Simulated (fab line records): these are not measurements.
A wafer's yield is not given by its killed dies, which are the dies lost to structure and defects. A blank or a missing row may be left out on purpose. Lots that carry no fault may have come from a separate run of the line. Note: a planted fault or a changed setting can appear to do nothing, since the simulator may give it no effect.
Which of the tools did it? + flow sky130 + Sampling: 11 lots, 33 wafers, 5 of 708 route steps

== WHAT EACH GAUGE READ, for each wafer ==
SKY_VIA2_THK_MEAS_01.
| lot  | measured     | on            | VIA2_HDPCVD_THK (nm) |
|------|--------------|---------------|----------------------|
| L725 | day 35 18:18 | film_metro-03 | 1187 1163 1191       |
| L729 | day 36 11:01 | film_metro-02 | 1176 1157 1164       |
| L731 | day 37 01:08 | film_metro-03 | 1190 1179 1171       |
| L733 | day 37 19:24 | film_metro-03 | 1203 1191 1190       |
| L735 | day 38 09:24 | film_metro-04 | 1176 1189 1179       |
| L736 | day 38 14:07 | film_metro-03 | 1189 1203 1184       |
| L737 | day 38 20:46 | film_metro-03 | 1185 1173 1183       |
| L738 | day 39 10:07 | film_metro-02 | 1170 1174 1175       |
| L744 | day 41 05:40 | film_metro-04 | 1151 1185 1184       |
| L745 | day 41 12:43 | film_metro-02 | 1191 1193 1184       |
| L746 | day 42 03:59 | film_metro-04 | 1172 1176 1171       |

SKY_CAPM_THK_MEAS_01.
| lot  | measured     | on            | CAPM_CVD_00_THK (nm) |
|------|--------------|---------------|----------------------|
| L725 | day 36 22:46 | film_metro-04 | 15.23 15.41 15.72    |
| L729 | day 37 15:16 | film_metro-04 | 15.26 15.62 15.53    |
| L731 | day 38 04:56 | film_metro-02 | 15.74 15.95 15.57    |
| L733 | day 38 22:50 | film_metro-02 | 15.08 15.62 15.27    |
| L735 | day 39 11:54 | film_metro-01 | 13.20 13.67 13.45    |
| L736 | day 39 17:16 | film_metro-01 | 13.39 13.50 13.47    |
| L737 | day 39 23:31 | film_metro-04 | 15.31 15.50 15.68    |
| L738 | day 40 11:48 | film_metro-04 | 13.50 13.95 13.82    |
| L744 | day 42 06:58 | film_metro-01 | 15.64 15.86 15.79    |
| L745 | day 42 14:09 | film_metro-04 | 15.49 15.63 15.70    |
| L746 | day 43 05:38 | film_metro-02 | 15.08 15.35 15.43    |

== WHICH TOOL RAN EACH LOT (tool, then ch and the chambers of the sampled wafers, then the start) ==
| lot  | SKY_VIA2_CVD_21               | SKY_METAL3_SPUTTER_04        | SKY_CAPM_CVD_00                 |
|------|-------------------------------|------------------------------|---------------------------------|
| L725 | cvd_w-02 ch 0,1, day 36 21:59 | pvd_sputter-04, day 36 22:42 | pecvd-02 ch 0,1,2, day 36 22:45 |
| L729 | cvd_w-01 ch 0,1, day 37 14:29 | pvd_sputter-01, day 37 15:10 | pecvd-04 ch 1,2, day 37 15:13   |
| L731 | cvd_w-01 ch 0,1, day 38 04:08 | pvd_sputter-02, day 38 04:52 | pecvd-04 ch 0,2, day 38 04:55   |
| L733 | cvd_w-02 ch 0,1, day 38 22:03 | pvd_sputter-02, day 38 22:46 | pecvd-01 ch 0,1,2, day 38 22:49 |
| L735 | cvd_w-01 ch 0,1, day 39 11:06 | pvd_sputter-04, day 39 11:49 | pecvd-04 ch 1,2, day 39 11:52   |
| L736 | cvd_w-02 ch 0,1, day 39 16:29 | pvd_sputter-02, day 39 17:10 | pecvd-04 ch 0,1,2, day 39 17:13 |
| L737 | cvd_w-01 ch 0,1, day 39 22:44 | pvd_sputter-04, day 39 23:25 | pecvd-01 ch 0,1,2, day 39 23:28 |
| L738 | cvd_w-02 ch 0,1, day 40 11:00 | pvd_sputter-01, day 40 11:43 | pecvd-04 ch 0,2, day 40 11:46   |
| L744 | cvd_w-02 ch 0,1, day 42 06:11 | pvd_sputter-01, day 42 06:52 | pecvd-01 ch 1,2, day 42 06:55   |
| L745 | cvd_w-02 ch 0,1, day 42 13:23 | pvd_sputter-01, day 42 14:04 | pecvd-02 ch 0,1,2, day 42 14:07 |
| L746 | cvd_w-02 ch 0,1, day 43 04:50 | pvd_sputter-01, day 43 05:34 | pecvd-01 ch 0,2, day 43 05:37   |
- SKY_VIA2_CVD_21: deposits W, target thk 420 nm, time 126.4 s.
- SKY_METAL3_SPUTTER_04: material TiN, target thk 70 nm, time 58.3 s.
- SKY_CAPM_CVD_00: deposits SiO2, target thk 15.5 nm.

== AS READ BY THE TOOLS THEMSELVES (means over the sampled wafers that have a number; for cases with no such wafer, the mark the record gives instead) ==
SKY_VIA2_CVD_21.
| lot  | tool     | chamber_pressure_Torr (Torr) | heater_power_w (W) | susceptor_temp_C (C) |
|------|----------|------------------------------|--------------------|----------------------|
| L725 | cvd_w-02 | 40.06                        | 972                | 401.58               |
| L729 | cvd_w-01 | 40.04                        | 844                | 401.54               |
| L731 | cvd_w-01 | 39.87                        | 880                | 401.91               |
| L733 | cvd_w-02 | 40.03                        | 968                | 401.63               |
| L735 | cvd_w-01 | 40.02                        | 852                | 401.82               |
| L736 | cvd_w-02 | 40.05                        | 904                | 401.57               |
| L737 | cvd_w-01 | 40.02                        | 811                | 401.69               |
| L738 | cvd_w-02 | 39.92                        | 976                | 401.72               |
| L744 | cvd_w-02 | 39.94                        | 906                | 401.88               |
| L745 | cvd_w-02 | 39.98                        | 977                | 401.85               |
| L746 | cvd_w-02 | 39.93                        | 908                | 401.55               |

SKY_METAL3_SPUTTER_04.
| lot  | tool           | throttle_valve_pct (%) |
|------|----------------|------------------------|
| L725 | pvd_sputter-04 | 29.0                   |
| L729 | pvd_sputter-01 | 29.5                   |
| L731 | pvd_sputter-02 | 29.2                   |
| L733 | pvd_sputter-02 | 29.5                   |
| L735 | pvd_sputter-04 | 29.5                   |
| L736 | pvd_sputter-02 | 29.6                   |
| L737 | pvd_sputter-04 | 30.0                   |
| L738 | pvd_sputter-01 | 29.8                   |
| L744 | pvd_sputter-01 | 29.7                   |
| L745 | pvd_sputter-01 | 29.6                   |
| L746 | pvd_sputter-01 | 29.6                   |

SKY_CAPM_CVD_00.
| lot  | tool     | heater_power_w (W) | susceptor_temp_C (C) |
|------|----------|--------------------|----------------------|
| L725 | pecvd-02 | 771                | 400.09               |
| L729 | pecvd-04 | 767                | 400.03               |
| L731 | pecvd-04 | 748                | 400.15               |
| L733 | pecvd-01 | 666                | 399.97               |
| L735 | pecvd-04 | 707                | 399.96               |
| L736 | pecvd-04 | 728                | 400.06               |
| L737 | pecvd-01 | 694                | 400.16               |
| L738 | pecvd-04 | 623                | 400.32               |
| L744 | pecvd-01 | 744                | 400.01               |
| L745 | pecvd-02 | 755                | 400.04               |
| L746 | pecvd-01 | 639                | 399.87               |

== THE ANSWER, worked out from the rows above alone ==
Rule: usual is defined by the lots themselves. Put in order of their means at a reading, lots are off if they are a third of the lots or fewer, leave a main group of 4 or more, and stand apart from it by a gap of 3 or more times the standard deviation of the main group's means; of several such gaps the widest counts. Not used: any main group whose means are identical at the precision the tables above print for the reading. A lot without any number at a reading at which 4 lots or more have one is off too. Any other lot the step has rows for is counted as sound. First the gauges in route order, then the tools' own readings, where a lot's mean is used as printed above. At the first step where some lot is off, the reading lying furthest off is the one used; lots without a number count as furthest.
Off: L735, L736, L738, at SKY_CAPM_THK_MEAS_01 (CAPM_CVD_00_THK). The main group: mean 15.52 nm, standard deviation 0.17.
If a tool, at a process step before that reading, ran all the lots that are off and no sound lot after the first of them, it fits. Gauges at SKY_CAPM_THK_MEAS_01: tried the same way as those tools. One fits: SKY_CAPM_CVD_00 on pecvd-04. A fault onset in the window from L731 (day 38 04:55, its last sound lot) to L735 (day 39 11:52, its first lot off) fits.

== WHAT HAD BEEN PUT IN BY THE SIMULATOR ==
Site profile drift: pecvd-04, from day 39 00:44 on, at SKY_CAPM_CVD_00. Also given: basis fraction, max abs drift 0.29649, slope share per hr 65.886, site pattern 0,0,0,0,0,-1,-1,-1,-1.
Shown lots that were struck: L735, L736, L738. The rule above reached the same finding.
